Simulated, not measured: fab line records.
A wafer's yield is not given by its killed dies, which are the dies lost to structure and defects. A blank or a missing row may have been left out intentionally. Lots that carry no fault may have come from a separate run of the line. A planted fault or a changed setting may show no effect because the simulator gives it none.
Check of tool commonality | flow sky130 | Sampled: 11 lots, 33 wafers

== WHAT PROMPTED THE OPENING ==
SKY_SD_N_RS_MEAS_16, reading SD_N_RS: flagged on 2 of 11 lots. Fault-free wafers read 68.52 ohm/sq, with a standard deviation of 0.14.
Rule: a lot is flagged when every wafer of it that has a number lies more than 4 standard deviations from that mean, or none has a number. All remaining lots are regarded as sound.

lot  | measured     | on            | SD_N_RS (ohm/sq), wafer by wafer | flag
L652 | day 28 03:16 | film-metro-02 | 68.47 68.43 68.37                |
L653 | day 28 09:50 | film-metro-03 | 68.60 68.51 68.54                |
L654 | day 28 23:11 | film-metro-03 | 68.30 68.53 68.36                |
L655 | day 29 06:05 | film-metro-02 | 68.34 68.32 68.51                |
L661 | day 31 06:19 | film-metro-01 | 71.50 71.55 71.81                | FLAGGED
L663 | day 32 01:01 | film-metro-01 | 71.78 71.66 71.75                | FLAGGED
L668 | day 33 11:01 | film-metro-02 | 68.52 68.47 68.49                |
L670 | day 34 02:22 | film-metro-01 | 68.68 68.48 68.63                |
L672 | day 34 22:34 | film-metro-01 | 68.75 68.79 68.68                |
L673 | day 35 01:25 | film-metro-03 | 68.58 68.60 68.42                |
L674 | day 36 13:19 | film-metro-01 | 68.70 68.82 68.54                |
Average over the flagged lots: 71.67 ohm/sq; offset from the usual +3.16 ohm/sq, equal to +23 standard deviations.

== TOOL THAT RAN EACH LOT ==
Before the reading, the record contains 3 process steps out of a 708-step route. Each cell gives the tool, then ch followed by the chambers the sampled wafers passed through, then the start.
lot  | flag    | SKY_SPACER_ETCHBACK_02             | SKY_SD_N_STRIP_11                    | SKY_SD_N_RTA_14
L652 |         | rie-diel-03 ch 1,2,3, day 23 04:45 | plasma-asher-02 ch 0, day 28 02:53   | rtp-anneal-01 ch 0, day 28 03:06
L653 |         | rie-diel-04 ch 0,3, day 23 12:49   | plasma-asher-02 ch 0,1, day 28 09:27 | rtp-anneal-02 ch 0, day 28 09:40
L654 |         | rie-diel-04 ch 0,3, day 24 02:07   | plasma-asher-04 ch 0,1, day 28 22:45 | rtp-anneal-01 ch 0, day 28 22:58
L655 |         | rie-diel-02 ch 0,2, day 24 09:22   | plasma-asher-02 ch 0,1, day 29 05:42 | rtp-anneal-02 ch 0, day 29 05:55
L661 | FLAGGED | rie-diel-04 ch 0,1,2, day 26 11:34 | plasma-asher-03 ch 0,1, day 31 05:55 | rtp-anneal-02 ch 0, day 31 06:08
L663 | FLAGGED | rie-diel-02 ch 1,2,3, day 27 07:21 | plasma-asher-02 ch 0,1, day 32 00:37 | rtp-anneal-02 ch 0, day 32 00:49
L668 |         | rie-diel-02 ch 1,3, day 28 20:40   | plasma-asher-03 ch 0,1, day 33 10:37 | rtp-anneal-01 ch 0, day 33 10:49
L670 |         | rie-diel-02 ch 2,3, day 29 13:42   | plasma-asher-02 ch 0,1, day 34 01:59 | rtp-anneal-01 ch 0, day 34 02:11
L672 |         | rie-diel-03 ch 2,3, day 30 10:23   | plasma-asher-02 ch 0,1, day 34 22:10 | rtp-anneal-01 ch 0, day 34 22:23
L673 |         | rie-diel-04 ch 1,2,3, day 30 14:00 | plasma-asher-04 ch 0,1, day 35 01:00 | rtp-anneal-02 ch 0, day 35 01:13
L674 |         | rie-diel-02 ch 0,2, day 32 02:31   | plasma-asher-02 ch 0, day 36 12:56   | rtp-anneal-02 ch 0, day 36 13:09
What is done by these steps:
- SKY_SPACER_ETCHBACK_02: etches Si3N4 in CH3F/O2, stops on SiO2, time 46.7 s, target depth 45 nm.
- SKY_SD_N_STRIP_11: strips in O2/N2.
- SKY_SD_N_RTA_14: time 2 s.
- SKY_SD_N_RS_MEAS_16: measures by four-point-probe.

== FLAGGED OVER TOTAL, TOOL BY TOOL (the gauges that took the reading come last) ==
step                   | tool            | lots run | flagged | share of the flagged lots | sound lots run after its first flagged lot
SKY_SPACER_ETCHBACK_02 | rie-diel-02     | 5        | 1       | some                      | 3 (L668,L670,L674)
SKY_SPACER_ETCHBACK_02 | rie-diel-03     | 2        | 0       | none                      | -
SKY_SPACER_ETCHBACK_02 | rie-diel-04     | 4        | 1       | some                      | 1 (L673)
SKY_SD_N_STRIP_11      | plasma-asher-02 | 7        | 1       | some                      | 3 (L670,L672,L674)
SKY_SD_N_STRIP_11      | plasma-asher-03 | 2        | 1       | some                      | 1 (L668)
SKY_SD_N_STRIP_11      | plasma-asher-04 | 2        | 0       | none                      | -
SKY_SD_N_RTA_14        | rtp-anneal-01   | 5        | 0       | none                      | -
SKY_SD_N_RTA_14        | rtp-anneal-02   | 6        | 2       | all                       | 2 (L673,L674)
SKY_SD_N_RS_MEAS_16    | film-metro-01   | 5        | 2       | all                       | 3 (L670,L672,L674)
SKY_SD_N_RS_MEAS_16    | film-metro-02   | 3        | 0       | none                      | -
SKY_SD_N_RS_MEAS_16    | film-metro-03   | 3        | 0       | none                      | -

== WHAT IS ALLOWED BY THE TABLE ==
Rows of the table that ran all the flagged lots, 2 in number: rtp-anneal-02 at SKY_SD_N_RTA_14; film-metro-01 at SKY_SD_N_RS_MEAS_16.
- rtp-anneal-02 at SKY_SD_N_RTA_14 ran 6 lots, 2 of them flagged. Lots that were sound ran on it after the first flagged one (L673, L674); a persistent fault on the entire tool would not allow that. Its own readings lie more than 4 standard deviations out on every wafer of the flagged lots: lamp-power-pct, wafer_temp_C_max.
- film-metro-01 at SKY_SD_N_RS_MEAS_16 ran 5 lots, 2 of them flagged. Lots that were sound ran on it after the first flagged one (L670, L672, L674); a persistent fault on the entire tool would not allow that.
Every row of the table either missed a flagged lot or ran a sound lot after the first.

== WHAT WAS PUT IN BY THE SIMULATOR ==
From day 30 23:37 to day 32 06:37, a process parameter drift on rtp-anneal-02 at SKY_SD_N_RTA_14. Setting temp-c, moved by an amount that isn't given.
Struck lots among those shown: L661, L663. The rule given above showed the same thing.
